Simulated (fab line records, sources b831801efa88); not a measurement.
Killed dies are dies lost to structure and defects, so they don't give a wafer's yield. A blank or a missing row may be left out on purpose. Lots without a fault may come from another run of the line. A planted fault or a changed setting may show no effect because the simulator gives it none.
fab line records | flow sky130 | part 1 of 2: steps 1 to 31 of 42
record lots=5 wafers=15 last_day=50
route steps=708 shown SONOS_ONO@183 GATE_OXIDE@187 POLY_GATE@204 RES_PROTECT@206
lots that met no fault: from a run of the same line without faults
start_h: hours from the record's first day to the start of the lot's first wafer shown | wait_h: hours since the lot's step before | " the same as in the row above | L1.1+2: a row that stands for several wafers | - no value, or no start given | * or withheld: withheld | < > ~ a bound
route shown NAME@n: a module of which the file shows steps, and the number in the route of the first | usual: mean/standard deviation of fault-free wafers | same: alike in all rows | chamber/n: place in a boat | sites: the reading at each site | _std_site: their standard deviation | _edge_site: outer sites' mean less inner sites' | radius_mm: how far each site lies from the wafer's centre | mask NAME#n: copy n | behind: the tool/chamber that last shaped the wafer | hold: why the lot was held/for how many hours/how that ended | device: the transistor (n, p or np) that didn't switch | end of line: the same wafers' tests at the end of the route | a step without rows: its recipe alone | killed: dies lost to structure and defects at the first sort, not the wafer's yield | map: a wafer's dies, x killed, . not, _ none there
set.NAME: the setting as run; set.NAME@STEP: as run at that earlier step | model.NAME: the simulator's own value behind a step, which no gauge read
lots at some steps of the route; a table a step, a row a wafer
services: from which hour (start_h, from the record's first day; less than 0 if before it) a tool's chamber was out of use, for how many hours, and why
## steps
# step SKY_SONOS_ONO_ETCH_15
# recipe target_depth_nm=19.52 chemistry=CHF3/O2 source_w=600 bias_w=200 pressure_mtorr=40 chf3_flow_sccm=50 O2_flow_sccm=5 time_s=7.8
# usual drypump_motor_current_A=5.7/0.47 oes_product_au=1.002/0.007 throttle_valve_pct=8.825/0.0086
# columns lot.wafer tool chamber start_h wait_h drypump_motor_current_A oes_product_au rf_hours_counter_h throttle_valve_pct
L081.2 rie_diel-02 0 335.03 0.0 6.3 0.999 36 8.831
L081.3 " 3 " " 5.5 1.005 105 8.831
L081.5 " 2 " " 5.6 0.991 - 8.819
L088.1 rie_diel-02 3 397.63 0.0 5.4 1.010 106 8.828
L088.2 " 1 " " 5.9 0.994 4 8.825
L088.3 " 0 " " 6.3 1.010 36 8.826
L089.1 rie_diel-03 3 410.75 0.0 4.7 1.010 36 8.829
L089.3 " 0 " " 5.6 1.005 2 8.823
L089.5 " 2 " " 6.3 1.008 - 8.830
L092.1 rie_diel-02 1 431.14 0.0 5.9 0.997 5 8.824
L092.2 " 2 " " 5.7 1.007 2 8.825
L092.3 " 3 " " 5.5 1.003 0 8.820
L097.2 rie_diel-02 3 464.59 0.0 5.4 1.005 1 8.834
L097.3 " 0 " " 6.3 1.008 37 8.827
L097.6 " 2 " " 5.7 1.001 - 8.830
# step SKY_SONOS_ONO_WET_ETCH_16
# recipe chemistry=dHF target_depth_nm=14 dry=n2_spin target=SiO2 dilution=100:1 temp_c=25 time_s=280
# columns lot.wafer tool chamber start_h wait_h
L081.2+3+5 wet_bench-03 3 335.05 0.0
L088.1+2+3 wet_bench-03 3 397.65 0.0
L089.1+3+5 wet_bench-03 0 410.77 0.0
L092.1+2+3 wet_bench-04 1 431.16 0.0
L097.2+3+6 wet_bench-03 1 464.61 0.0
# step SKY_SONOS_ONO_STRIP_17
# recipe chemistry=O2/N2 power_w=1400 pressure_mtorr=1500 platen_temp_c=withheld o2_flow_sccm=3000 n2_flow_sccm=300 overash_fraction=0.5
# usual drypump_motor_current_A=6.02/0.28 oes_product_au=0.711/0.0049 strip_time_to_endpoint_s=14.09/0.045
# columns lot.wafer tool chamber start_h wait_h drypump_motor_current_A oes_product_au rf_hours_counter_h strip_time_to_endpoint_s
L081.2 plasma_asher-01 0 335.13 0.0 5.54 0.715 65 14.05
L081.3 " 0 " " 5.58 0.706 - 14.05
L081.5 " 0 " " 5.58 0.716 - 14.01
L088.1 plasma_asher-04 0 397.73 0.0 6.21 0.708 74 14.03
L088.2 " 1 " " 5.97 0.713 74 14.00
L088.3 " 0 " " 6.23 0.712 - 14.06
L089.1 plasma_asher-01 1 410.94 0.0 6.03 0.716 71 14.06
L089.3 " 0 " " 5.58 0.714 - 13.99
L089.5 " 1 " " 6.06 0.706 - 14.07
L092.1 plasma_asher-03 0 431.24 0.0 6.43 0.702 60 14.12
L092.2 " 1 " " 6.01 0.706 60 14.11
L092.3 " 1 " " 6.02 0.715 - 14.12
L097.2 plasma_asher-01 1 464.69 0.0 6.01 0.710 76 14.19
L097.3 " 0 " " 5.59 0.709 - 14.18
L097.6 " 0 " " 5.60 0.715 - 14.20
# step SKY_SONOS_ONO_WET_ETCH_18
# recipe chemistry=H3PO4 target_depth_nm=15 target=Si3N4 temp_c=160 time_s=172
# columns lot.wafer tool chamber start_h wait_h
L081.2+3+5 wet_bench-01 2 335.23 0.1
L088.1+2+3 wet_bench-01 0 397.83 0.1
L089.1+3+5 wet_bench-04 0 411.04 0.1
L092.1+2+3 wet_bench-03 2 431.34 0.1
L097.2+3+6 wet_bench-04 1 464.79 0.1
# step SKY_GATE_OXIDE_CLEAN_00
# recipe chemistry=SC1/SC2 mix=1:4:20 temp_c=70 time_s=150 dry=n2_spin
# columns lot.wafer tool chamber start_h wait_h
L081.2+3+5 wet_bench-03 2 335.29 0.0
L088.1+2+3 wet_bench-04 3 397.89 0.0
L089.1+3+5 wet_bench-01 3 411.15 0.0
L092.1+2+3 wet_bench-04 1 431.40 0.0
L097.2+3+6 wet_bench-03 1 464.85 0.0
# step SKY_GATE_OXIDE_OXIDATION_01
# recipe temp_c=900 ambient=O2 stabilise_s=600 purge_s=300 target_thk_a=102.68 ox_time_s=1530
# usual spike_tc_centre_C=901.2/0.99 zone_power_lower_pct=18.0/0.76
# columns lot.wafer tool chamber start_h wait_h spike_tc_centre_C zone_power_lower_pct
L081.2 furnace-01 0 337.55 2.2 901.3 18.8
L081.3 " 0 " " 901.4 18.8
L081.5 " 0 " " 900.4 18.7
L088.1 furnace-02 0 399.26 1.3 902.0 17.4
L088.2 " 0 " " 903.0 17.3
L088.3 " 0 " " 902.6 17.5
L089.1 furnace-02 0 412.47 1.3 902.0 17.1
L089.3 " 0 " " 901.6 17.3
L089.5 " 0 " " 902.7 17.4
L092.1 furnace-02 0 434.23 2.8 900.9 17.4
L092.2 " 0 " " 901.7 17.0
L092.3 " 0 " " 900.7 17.0
L097.2 furnace-02 0 465.34 0.4 900.0 17.6
L097.3 " 0 " " 903.3 17.6
L097.6 " 0 " " 901.4 17.3
# step SKY_GATE_OXIDE_THK_MEAS_02
# recipe reads=SiO2_of_GATE_OXIDE_OXIDATION_01
# usual GATE_OXIDE_OXIDATION_00_THK=10.40/0.18
# columns lot.wafer tool chamber start_h wait_h GATE_OXIDE_OXIDATION_00_THK[nm]
L081.2 film_metro-02 - 338.97 0.0 10.60
L081.3 " - " " 10.50
L081.5 " - " " 10.58
L088.1 film_metro-04 - 400.67 0.0 10.54
L088.2 " - " " 10.48
L088.3 " - " " 10.53
L089.1 film_metro-02 - 413.88 0.0 10.48
L089.3 " - " " 10.42
L089.5 " - " " 10.53
L092.1 film_metro-04 - 435.64 0.0 10.31
L092.2 " - " " 10.18
L092.3 " - " " 10.32
L097.2 film_metro-02 - 466.75 0.0 10.20
L097.3 " - " " 10.45
L097.6 " - " " 10.48
# step SKY_GATE_OXIDE_DEHYDRATE_03
# recipe temp_c=200 time_s=60
# usual heater_power_total_W=160.38/0.12
# columns lot.wafer tool chamber start_h wait_h heater_power_total_W
L081.2 litho_track-03 0 352.41 13.4 160.34
L081.3 " 0 " " 160.29
L081.5 " 0 " " 160.48
L088.1 litho_track-01 0 414.93 14.3 160.37
L088.2 " 0 " " 160.45
L088.3 " 0 " " 160.33
L089.1 litho_track-01 0 427.48 13.6 160.47
L089.3 " 0 " " 160.42
L089.5 " 0 " " 160.21
L092.1 litho_track-04 0 450.72 15.1 160.61
L092.2 " 0 " " 160.37
L092.3 " 0 " " 160.43
L097.2 litho_track-01 0 481.76 15.0 160.38
L097.3 " 0 " " 160.27
L097.6 " 0 " " 160.33
# step SKY_GATE_OXIDE_HMDS_04
# recipe prime_time_s=60 prime_temp_c=120
# columns lot.wafer tool chamber start_h wait_h
L081.2+3+5 litho_track-03 0 352.56 0.1
L088.1+2+3 litho_track-01 0 415.08 0.1
L089.1+3+5 litho_track-01 0 427.63 0.1
L092.1+2+3 litho_track-04 0 450.87 0.1
L097.2+3+6 litho_track-01 0 481.91 0.1
# step SKY_GATE_OXIDE_COAT_05
# recipe resist=NOVOLAK spin_rpm=3000 resist_thk_nm=1140
# columns lot.wafer tool chamber start_h wait_h
L081.2+3+5 litho_track-03 0 352.71 0.1
L088.1+2+3 litho_track-01 0 415.23 0.1
L089.1+3+5 litho_track-01 0 427.78 0.1
L092.1+2+3 litho_track-04 0 451.02 0.1
L097.2+3+6 litho_track-01 0 482.06 0.1
# step SKY_GATE_OXIDE_SOFTBAKE_06
# recipe temp_c=90 time_s=60 resist=NOVOLAK
# usual heater_power_total_W=56.59/0.043
# columns lot.wafer tool chamber start_h wait_h heater_power_total_W
L081.2 litho_track-03 0 352.86 0.1 56.63
L081.3 " 0 " " 56.65
L081.5 " 0 " " 56.55
L088.1 litho_track-01 0 415.38 0.1 56.61
L088.2 " 0 " " 56.68
L088.3 " 0 " " 56.68
L089.1 litho_track-01 0 427.93 0.1 56.52
L089.3 " 0 " " 56.61
L089.5 " 0 " " 56.59
L092.1 litho_track-04 0 451.17 0.1 56.64
L092.2 " 0 " " 56.56
L092.3 " 0 " " 56.51
L097.2 litho_track-01 0 482.21 0.1 56.48
L097.3 " 0 " " 56.69
L097.6 " 0 " " 56.62
# step SKY_GATE_OXIDE_EXPOSE_07
# recipe mask_id=LVOM na=0.6 source_shape=conventional sigma_outer=0.6 polarization=unpolarized target_cd_nm=600 dose_mj=170
# same sigma_outer=0.6
# columns lot.wafer tool chamber start_h wait_h mask
L081.2+3+5 iline_stepper-01 0 - - LVOM#0
L088.1+2+3 iline_stepper-01 0 - - LVOM#0
L089.1+3+5 iline_stepper-02 0 - - LVOM#0
L092.1+2+3 iline_stepper-02 0 - - LVOM#0
L097.2+3+6 iline_stepper-02 0 - - LVOM#0
# step SKY_GATE_OXIDE_PEB_08
# recipe temp_c=withheld time_s=* resist=NOVOLAK
# columns lot.wafer tool chamber start_h wait_h
L081.2+3+5 litho_track-01 0 - -
L088.1+2+3 litho_track-04 0 - -
L089.1+3+5 litho_track-04 0 - -
L092.1+2+3 litho_track-01 0 - -
L097.2+3+6 litho_track-04 0 - -
# step SKY_GATE_OXIDE_DEVELOP_09
# recipe resist=NOVOLAK developer=TMAH develop_time_s=60 dev_temp_c=23
# columns lot.wafer tool chamber start_h wait_h
L081.2+3+5 litho_track-01 0 366.21 0.1
L088.1+2+3 litho_track-04 0 430.07 0.1
L089.1+3+5 litho_track-04 0 443.47 0.1
L092.1+2+3 litho_track-01 0 465.88 0.1
L097.2+3+6 litho_track-04 0 497.45 0.1
# step SKY_GATE_OXIDE_OVL_MEAS_10
# usual GATE_OXIDE_OVL=0.3/1.6
# columns lot.wafer tool chamber start_h wait_h GATE_OXIDE_OVL[nm]
L081.2 overlay-01 - 366.34 0.1 1.2
L081.3 " - " " 1.0
L081.5 " - " " 3.6
L088.1 overlay-02 - 430.22 0.1 1.6
L088.2 " - " " 0.9
L088.3 " - " " 0.0
L089.1 overlay-02 - 443.62 0.1 -1.0
L089.3 " - " " -0.6
L089.5 " - " " -0.4
L092.1 overlay-01 - 466.03 0.1 1.8
L092.2 " - " " -0.1
L092.3 " - " " 0.4
L097.2 overlay-01 - 497.58 0.1 1.5
L097.3 " - " " -1.5
L097.6 " - " " -2.0
# step SKY_GATE_OXIDE_IMPLANT_11
# recipe species=B energy_kev=10 dose_cm2=2.6e+12 tilt_deg=withheld
# columns lot.wafer tool chamber start_h wait_h
L081.2+3+5 implanter-01 0 366.39 0.0
L088.1+2+3 implanter-02 0 430.26 0.0
L089.1+3+5 implanter-04 0 443.66 0.0
L092.1+2+3 implanter-01 0 466.07 0.0
L097.2+3+6 implanter-04 0 497.63 0.0
# step SKY_GATE_OXIDE_WET_ETCH_12
# recipe chemistry=dHF target_depth_nm=16.8 dry=n2_spin target=SiO2 dilution=100:1 temp_c=25 time_s=336
# columns lot.wafer tool chamber start_h wait_h
L081.2+3+5 wet_bench-03 3 366.52 0.1
L088.1+2+3 wet_bench-01 3 430.41 0.1
L089.1+3+5 wet_bench-04 0 443.81 0.1
L092.1+2+3 wet_bench-04 1 466.22 0.1
L097.2+3+6 wet_bench-01 0 497.76 0.1
# step SKY_GATE_OXIDE_STRIP_13
# recipe chemistry=O2/N2 power_w=1400 pressure_mtorr=1500 platen_temp_c=withheld o2_flow_sccm=3000 n2_flow_sccm=300 overash_fraction=0.5
# usual drypump_motor_current_A=5.90/0.25 oes_product_au=0.715/0.0046 strip_time_to_endpoint_s=14.15/0.039
# columns lot.wafer tool chamber start_h wait_h drypump_motor_current_A oes_product_au rf_hours_counter_h strip_time_to_endpoint_s
L081.2 plasma_asher-04 1 366.62 0.0 5.98 0.717 71 14.17
L081.3 " 0 " " 6.24 0.711 - 14.16
L081.5 " 1 " " 5.96 0.719 - 14.21
L088.1 plasma_asher-04 0 430.53 0.0 6.27 0.708 0 14.17
L088.2 " 1 " " 5.96 0.715 0 14.21
L088.3 " 0 " " 6.25 0.709 - 14.15
L089.1 plasma_asher-02 0 443.91 0.0 5.59 0.716 32 14.21
L089.3 " 1 " " 5.71 0.714 - 14.21
L089.5 " 1 " " 5.74 0.711 - 14.13
L092.1 plasma_asher-01 1 466.32 0.0 6.05 0.718 76 14.18
L092.2 " 0 " " 5.57 0.716 76 14.13
L092.3 " 0 " " 5.58 0.727 - 14.15
L097.2 plasma_asher-01 1 497.96 0.0 6.03 0.717 79 14.17
L097.3 " 0 " " 5.64 0.706 - 14.21
L097.6 " 0 " " 5.61 0.717 - 14.22
# step SKY_GATE_OXIDE_TW_MEAS_14
# usual GATE_OXIDE_TW=226.3/1.6
# columns lot.wafer tool chamber start_h wait_h GATE_OXIDE_TW
L081.2 film_metro-02 - 366.73 0.1 226.9
L081.3 " - " " 226.5
L081.5 " - " " 227.4
L088.1 film_metro-04 - 430.63 0.1 224.6
L088.2 " - " " 225.5
L088.3 " - " " 225.1
L089.1 film_metro-01 - 444.01 0.1 226.1
L089.3 " - " " 227.2
L089.5 " - " " 227.7
L092.1 film_metro-01 - 466.42 0.1 227.9
L092.2 " - " " 228.3
L092.3 " - " " 228.7
L097.2 film_metro-02 - 498.07 0.1 229.0
L097.3 " - " " 226.7
L097.6 " - " " 228.0
# step SKY_GATE_OXIDE_CLEAN_15
# recipe chemistry=SC1/SC2 mix=1:4:20 temp_c=70 time_s=150 dry=n2_spin
# columns lot.wafer tool chamber start_h wait_h
L081.2+3+5 wet_bench-04 0 366.78 0.0
L088.1+2+3 wet_bench-04 2 430.69 0.1
L089.1+3+5 wet_bench-04 1 444.07 0.1
L092.1+2+3 wet_bench-04 0 466.48 0.1
L097.2+3+6 wet_bench-01 1 498.12 0.0
# step SKY_GATE_OXIDE_OXIDATION_16
# recipe temp_c=800 ambient=O2 idle_temp_c=700 ramp_up_c_per_min=10 ramp_down_c_per_min=3 stabilise_s=600 purge_s=300 target_thk_a=35.7 ox_time_s=1915
# usual spike_tc_centre_C=801.3/1 zone_power_lower_pct=14.1/0.61
# columns lot.wafer tool chamber start_h wait_h spike_tc_centre_C zone_power_lower_pct
L081.2 furnace-01 0 367.62 0.7 801.9 14.7
L081.3 " 0 " " 801.1 14.8
L081.5 " 0 " " 800.7 14.6
L088.1 furnace-01 0 432.91 2.2 802.2 14.5
L088.2 " 0 " " 801.0 14.8
L088.3 " 0 " " 801.1 14.4
L089.1 furnace-02 0 444.12 0.0 801.7 13.4
L089.3 " 0 " " 801.8 13.6
L089.5 " 0 " " 803.5 13.3
L092.1 furnace-01 0 467.22 0.7 800.6 14.5
L092.2 " 0 " " 801.5 14.6
L092.3 " 0 " " 801.9 14.8
L097.2 furnace-02 0 498.22 0.0 802.8 13.5
L097.3 " 0 " " 802.6 13.4
L097.6 " 0 " " 802.7 13.3
# step SKY_POLY_GATE_CVD_00
# recipe material=poly-Si target_thk_nm=180 temp_c=620 time_s=720 pressure_mtorr=200
# usual spike_tc_centre_C=620.2/1.4 zone_power_lower_pct=7.9/0.6
# columns lot.wafer tool chamber start_h wait_h spike_tc_centre_C zone_power_lower_pct
L081.2 lpcvd-01 1 369.15 0.0 621.1 8.6
L081.3 " 1 " " 622.0 8.4
L081.5 " 1 " " 619.4 8.7
L088.1 lpcvd-01 0 434.44 0.0 618.4 7.4
L088.2 " 0 " " 620.7 7.3
L088.3 " 0 " " 618.9 7.4
L089.1 lpcvd-01 0 445.65 0.0 619.9 7.4
L089.3 " 0 " " 619.9 7.4
L089.5 " 0 " " 619.6 7.3
L092.1 lpcvd-01 0 468.76 0.0 619.5 7.3
L092.2 " 0 " " 620.9 7.3
L092.3 " 0 " " 618.6 7.2
L097.2 lpcvd-01 1 499.93 0.2 621.9 8.5
L097.3 " 1 " " 620.7 8.6
L097.6 " 1 " " 622.6 8.4
# step SKY_POLY_GATE_THK_MEAS_01
# recipe reads=poly-Si_of_POLY_GATE_CVD_00
# usual POLY_GATE_CVD_00_THK=180.3/1.6
# columns lot.wafer tool chamber start_h wait_h POLY_GATE_CVD_00_THK[nm]
L081.2 film_metro-03 - 370.36 0.0 180.3
L081.3 " - " " 179.4
L081.5 " - " " 180.2
L088.1 film_metro-03 - 435.64 0.0 181.2
L088.2 " - " " 180.2
L088.3 " - " " 178.8
L089.1 film_metro-02 - 446.85 0.0 180.5
L089.3 " - " " 180.0
L089.5 " - " " 181.3
L092.1 film_metro-02 - 469.96 0.0 181.3
L092.2 " - " " 180.6
L092.3 " - " " 181.5
L097.2 film_metro-03 - 501.14 0.0 182.1
L097.3 " - " " 181.9
L097.6 " - " " 181.8
# step SKY_RES_PROTECT_DEHYDRATE_00
# recipe temp_c=200 time_s=60
# usual heater_power_total_W=160.36/0.13
# columns lot.wafer tool chamber start_h wait_h heater_power_total_W
L081.2 litho_track-04 0 384.35 14.0 160.32
L081.3 " 0 " " 160.48
L081.5 " 0 " " 160.60
L088.1 litho_track-02 0 450.89 15.2 160.28
L088.2 " 0 " " 160.28
L088.3 " 0 " " 160.30
L089.1 litho_track-02 0 461.74 14.9 160.58
L089.3 " 0 " " 160.21
L089.5 " 0 " " 160.36
L092.1 litho_track-04 0 484.87 14.9 160.56
L092.2 " 0 " " 160.36
L092.3 " 0 " " 160.64
L097.2 litho_track-02 0 516.06 14.9 160.35
L097.3 " 0 " " 160.26
L097.6 " 0 " " 160.38
# step SKY_RES_PROTECT_HMDS_01
# recipe prime_time_s=60 prime_temp_c=120
# columns lot.wafer tool chamber start_h wait_h
L081.2+3+5 litho_track-04 0 384.50 0.1
L088.1+2+3 litho_track-02 0 451.04 0.1
L089.1+3+5 litho_track-02 0 461.89 0.1
L092.1+2+3 litho_track-04 0 485.02 0.1
L097.2+3+6 litho_track-02 0 516.21 0.1
# step SKY_RES_PROTECT_COAT_02
# recipe resist=NOVOLAK spin_rpm=3000 resist_thk_nm=1140
# columns lot.wafer tool chamber start_h wait_h
L081.2+3+5 litho_track-04 0 384.65 0.1
L088.1+2+3 litho_track-02 0 451.19 0.1
L089.1+3+5 litho_track-02 0 462.04 0.1
L092.1+2+3 litho_track-04 0 485.17 0.1
L097.2+3+6 litho_track-02 0 516.36 0.1
# step SKY_RES_PROTECT_SOFTBAKE_03
# recipe temp_c=90 time_s=60 resist=NOVOLAK
# usual heater_power_total_W=56.60/0.044
# columns lot.wafer tool chamber start_h wait_h heater_power_total_W
L081.2 litho_track-04 0 384.80 0.1 56.58
L081.3 " 0 " " 56.58
L081.5 " 0 " " 56.60
L088.1 litho_track-02 0 451.34 0.1 56.59
L088.2 " 0 " " 56.60
L088.3 " 0 " " 56.67
L089.1 litho_track-02 0 462.19 0.1 56.64
L089.3 " 0 " " 56.61
L089.5 " 0 " " 56.63
L092.1 litho_track-04 0 485.32 0.1 56.62
L092.2 " 0 " " 56.66
L092.3 " 0 " " 56.60
L097.2 litho_track-02 0 516.51 0.1 56.64
L097.3 " 0 " " 56.57
L097.6 " 0 " " 56.62
# step SKY_RES_PROTECT_EXPOSE_04
# recipe mask_id=RPM na=0.6 source_shape=conventional sigma_outer=0.6 polarization=unpolarized target_cd_nm=1270 dose_mj=131
# same sigma_outer=0.6
# columns lot.wafer tool chamber start_h wait_h mask
L081.2+3+5 iline_stepper-01 0 - - RPM#0
L088.1+2+3 iline_stepper-02 0 - - RPM#0
L089.1+3+5 iline_stepper-02 0 - - RPM#0
L092.1+2+3 iline_stepper-01 0 - - RPM#0
L097.2+3+6 iline_stepper-01 0 - - RPM#0
# step SKY_RES_PROTECT_PEB_05
# recipe temp_c=withheld time_s=* resist=NOVOLAK
# columns lot.wafer tool chamber start_h wait_h
L081.2+3+5 litho_track-02 0 - -
L088.1+2+3 litho_track-04 0 - -
L089.1+3+5 litho_track-03 0 - -
L092.1+2+3 litho_track-04 0 - -
L097.2+3+6 litho_track-02 0 - -
# step SKY_RES_PROTECT_DEVELOP_06
# recipe resist=NOVOLAK developer=TMAH develop_time_s=60 dev_temp_c=23
# columns lot.wafer tool chamber start_h wait_h
L081.2+3+5 litho_track-02 0 398.82 0.1
L088.1+2+3 litho_track-04 0 466.32 0.1
L089.1+3+5 litho_track-03 0 477.33 0.1
L092.1+2+3 litho_track-04 0 500.47 0.1
L097.2+3+6 litho_track-02 0 531.26 0.1
# step SKY_POLY_GATE_IMPLANT_02
# recipe species=P energy_kev=30 dose_cm2=7.7e+15 tilt_deg=0
# columns lot.wafer tool chamber start_h wait_h
L081.2+3+5 implanter-04 0 398.97 0.1
L088.1+2+3 implanter-03 0 466.47 0.1
L089.1+3+5 implanter-03 0 477.48 0.1
L092.1+2+3 implanter-04 0 500.62 0.1
L097.2+3+6 implanter-01 0 531.41 0.1
